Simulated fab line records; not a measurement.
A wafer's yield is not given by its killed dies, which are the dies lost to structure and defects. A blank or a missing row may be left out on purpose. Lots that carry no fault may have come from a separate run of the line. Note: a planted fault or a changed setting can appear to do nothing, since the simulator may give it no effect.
The tool behind it: which one?	flow sky130	11 lots with 33 wafers sampled at 5 steps, on a route of 708 steps

== WHAT EACH GAUGE READ, for each wafer ==
SKY_VT_ADJUST_NCORE_OVL_MEAS_08. Usual: for VT_ADJUST_NCORE_OVL the level is 0.4 nm and the standard deviation is 1.2.
lot	measured	on	VT_ADJUST_NCORE_OVL (nm)	flag
L748	day 9 11:56	overlay-01	0.4 0.4 -0.3	
L749	day 9 21:41	overlay-01	0.4 0.9 0.9	
L750	day 10 01:56	overlay-02	-0.3 1.0 -0.6	
L751	day 10 04:11	overlay-01	0.3 1.7 -0.9	
L752	day 10 05:26	overlay-01	-0.5 1.5 1.8	
L754	day 10 19:22	overlay-02	1.1 1.1 3.5	
L755	day 11 06:58	overlay-02	0.1 0.0 0.5	
L759	day 12 01:59	overlay-02	2.1 3.1 4.0	
L768	day 15 00:58	overlay-02	-1.1 -0.7 0.4	
L769	day 15 02:32	overlay-01	-0.6 2.2 0.0	
L770	day 15 11:24	overlay-01	-1.4 0.6 -2.7	

SKY_SONOS_TUNNEL_OVL_MEAS_08. Usual: for SONOS_TUNNEL_OVL the level is 0.1 nm and the standard deviation is 1.3.
lot	measured	on	SONOS_TUNNEL_OVL (nm)	flag
L748	day 12 10:19	overlay-01	0.4 -0.8 -0.2	
L749	day 12 20:46	overlay-01	-1.2 -3.1 -1.3	
L750	day 13 01:07	overlay-02	1.2 0.3 1.1	
L751	day 13 03:50	overlay-01	-1.5 -0.8 0.3	
L752	day 13 05:32	overlay-01	1.6 -0.5 0.4	
L754	day 13 21:15	overlay-02	2.1 0.3 1.0	
L755	day 14 10:43	overlay-01	0.7 -0.9 -1.3	
L759	day 15 07:31	overlay-01	3.1 0.9 3.1	
L768	day 18 16:17	overlay-02	-1.6 0.2 0.3	
L769	day 18 18:34	overlay-02	-0.8 0.0 -0.7	
L770	day 19 03:58	overlay-01	-2.0 0.1 -0.3	

SKY_SONOS_ONO_THK_MEAS_05. Usual: for SONOS_ONO_CVD_04_THK the level is 5.71 nm and the standard deviation is 0.12.
lot	measured	on	SONOS_ONO_CVD_04_THK (nm)	flag
L748	day 12 16:56	filmMetro-01	5.71 5.75 5.76	
L749	day 13 03:41	filmMetro-01	5.71 5.68 5.73	
L750	day 13 05:52	filmMetro-04	5.62 5.61 5.79	
L751	day 13 09:11	filmMetro-04	5.48 5.55 5.46	
L752	day 13 11:25	filmMetro-01	5.69 5.89 5.83	
L754	day 14 03:30	filmMetro-01	5.70 5.62 5.61	
L755	day 14 16:17	filmMetro-03	5.90 5.83 5.74	
L759	day 15 13:39	filmMetro-01	7.66 7.62 7.77	OFF
L768	day 19 00:25	filmMetro-01	5.53 5.63 5.54	
L769	day 19 00:26	filmMetro-04	5.67 5.61 5.59	
L770	day 19 08:14	filmMetro-01	5.48 5.56 5.45	

== EACH LOT AND THE TOOL THAT RAN IT (in order: tool; ch and the chambers of the sampled wafers; start) ==
lot	SKY_VT_ADJUST_NCORE_STRIP_10	SKY_SONOS_ONO_CVD_04
L748	plasmaAsher-04 ch 0,1, day 9 12:07	lpcvd-03 ch 0, day 12 15:41
L749	plasmaAsher-01 ch 0,1, day 9 21:53	lpcvd-03 ch 0, day 13 02:24
L750	plasmaAsher-04 ch 0,1, day 10 02:07	lpcvd-03 ch 0, day 13 04:37
L751	plasmaAsher-02 ch 0,1, day 10 04:22	lpcvd-03 ch 0, day 13 07:55
L752	plasmaAsher-02 ch 0,1, day 10 05:37	lpcvd-03 ch 0, day 13 10:10
L754	plasmaAsher-04 ch 0,1, day 10 19:34	lpcvd-03 ch 1, day 14 02:15
L755	plasmaAsher-02 ch 0,1, day 11 07:10	lpcvd-03 ch 1, day 14 15:02
L759	plasmaAsher-04 ch 0,1, day 12 02:11	lpcvd-03 ch 1, day 15 11:47
L768	plasmaAsher-04 ch 0,1, day 15 01:08	lpcvd-03 ch 1, day 18 23:10
L769	plasmaAsher-04 ch 0,1, day 15 02:44	lpcvd-03 ch 0, day 18 23:10
L770	plasmaAsher-04 ch 1, day 15 11:35	lpcvd-03 ch 0, day 19 06:59
- SKY_VT_ADJUST_NCORE_STRIP_10: strips in O2/N2.
- SKY_SONOS_ONO_CVD_04: deposits SiO2 from SiH4/N2O, target thk 5.7199 nm.

== AS READ BY THE TOOLS THEMSELVES (means over the sampled wafers that have a number; for cases with no such wafer, the mark the record gives instead) ==
SKY_VT_ADJUST_NCORE_STRIP_10. Usual: chamberPressureMTorr 1499.9 mTorr, standard deviation 1.4; drypumpMotorCurrentA 5.7 A, standard deviation 0.43; oesProductAu 0.716 a.u., standard deviation 0.0044; stripTimeToEndpointS 14.19 s, standard deviation 0.045.
lot	tool	chamberPressureMTorr (mTorr)	drypumpMotorCurrentA (A)	oesProductAu (a.u.)	stripTimeToEndpointS (s)	flag
L748	plasmaAsher-04	1500.3	5.8	0.719	14.22	
L749	plasmaAsher-01	1499.8	5.9	0.716	14.20	
L750	plasmaAsher-04	1499.6	5.8	0.713	14.16	
L751	plasmaAsher-02	1500.9	5.2	0.714	14.18	
L752	plasmaAsher-02	1500.1	5.1	0.717	14.26	
L754	plasmaAsher-04	1499.5	5.9	0.716	14.24	
L755	plasmaAsher-02	1501.2	5.1	0.714	14.17	
L759	plasmaAsher-04	1500.3	5.8	0.722	14.19	
L768	plasmaAsher-04	1499.9	5.9	0.715	14.18	
L769	plasmaAsher-04	1500.3	5.8	0.716	14.21	
L770	plasmaAsher-04	1500.9	6.0	0.710	14.23	

SKY_SONOS_ONO_CVD_04. Usual: spikeTcBottomC 917.9 C, standard deviation 1.8; spikeTcCentreC 900.4 C, standard deviation 1.3; spikeTcLowerC 900.2 C, standard deviation 0.96; spikeTcTopC 911.6 C, standard deviation 2.2; spikeTcUpperC 900.8 C, standard deviation 1.5; susceptorTempC 900.0 C, standard deviation 0.4; zonePowerCentrePct 17.88 %, standard deviation 0.28; zonePowerLowerPct 16.77 %, standard deviation 0.23.
lot	tool	spikeTcBottomC (C)	spikeTcCentreC (C)	spikeTcLowerC (C)	spikeTcTopC (C)	spikeTcUpperC (C)	susceptorTempC (C)	zonePowerCentrePct (%)	zonePowerLowerPct (%)	flag
L748	lpcvd-03	916.7	901.8	901.3	912.8	899.6	899.5	17.77	16.71	
L749	lpcvd-03	916.6	900.3	899.4	912.2	899.6	900.2	17.78	16.69	
L750	lpcvd-03	916.3	900.9	899.7	913.0	900.0	899.8	17.89	16.67	
L751	lpcvd-03	916.6	900.6	900.4	913.7	899.6	900.0	17.63	16.52	
L752	lpcvd-03	915.8	901.5	900.2	912.7	900.7	899.9	17.78	16.64	
L754	lpcvd-03	919.6	899.2	900.9	909.8	902.0	900.0	18.06	16.83	
L755	lpcvd-03	919.3	899.7	900.4	909.2	901.8	900.2	17.75	17.00	
L759	lpcvd-03	937.6	918.3	918.3	927.3	921.6	919.0	18.93	17.77	OFF
L768	lpcvd-03	919.9	899.2	898.9	909.9	902.0	899.2	18.06	16.97	
L769	lpcvd-03	917.9	901.3	899.1	913.5	899.2	900.1	17.54	16.80	
L770	lpcvd-03	917.8	901.4	899.8	912.9	900.1	899.7	17.62	16.63	

== THE ANSWER, worked out from the rows above alone ==
Rule: lot off if the mean of its wafers having a number is beyond 3 standard deviations from the usual mean. Also off: a lot with no number at a reading for which 4 or more lots have one. Where the step has rows for the other lots, those lots are counted as sound. After the gauges, taken in route order, come the tools' own readings; for these a lot's mean is taken, as printed above. At the first step where some lot is off, the reading lying furthest off is the one used; lots without a number count as furthest.
Off: L759, at SKY_SONOS_ONO_THK_MEAS_05 (SONOS_ONO_CVD_04_THK).
If a tool, at a process step before that reading, ran all the lots that are off and no sound lot after the first of them, it fits. Not tried: the gauges at SKY_SONOS_ONO_THK_MEAS_05; whatever is off there is also off at SKY_SONOS_ONO_CVD_04, on other tools, and gauge error can't account for it. Not one of the candidates tried fits.

== WHAT THE SIMULATOR PUT IN ==
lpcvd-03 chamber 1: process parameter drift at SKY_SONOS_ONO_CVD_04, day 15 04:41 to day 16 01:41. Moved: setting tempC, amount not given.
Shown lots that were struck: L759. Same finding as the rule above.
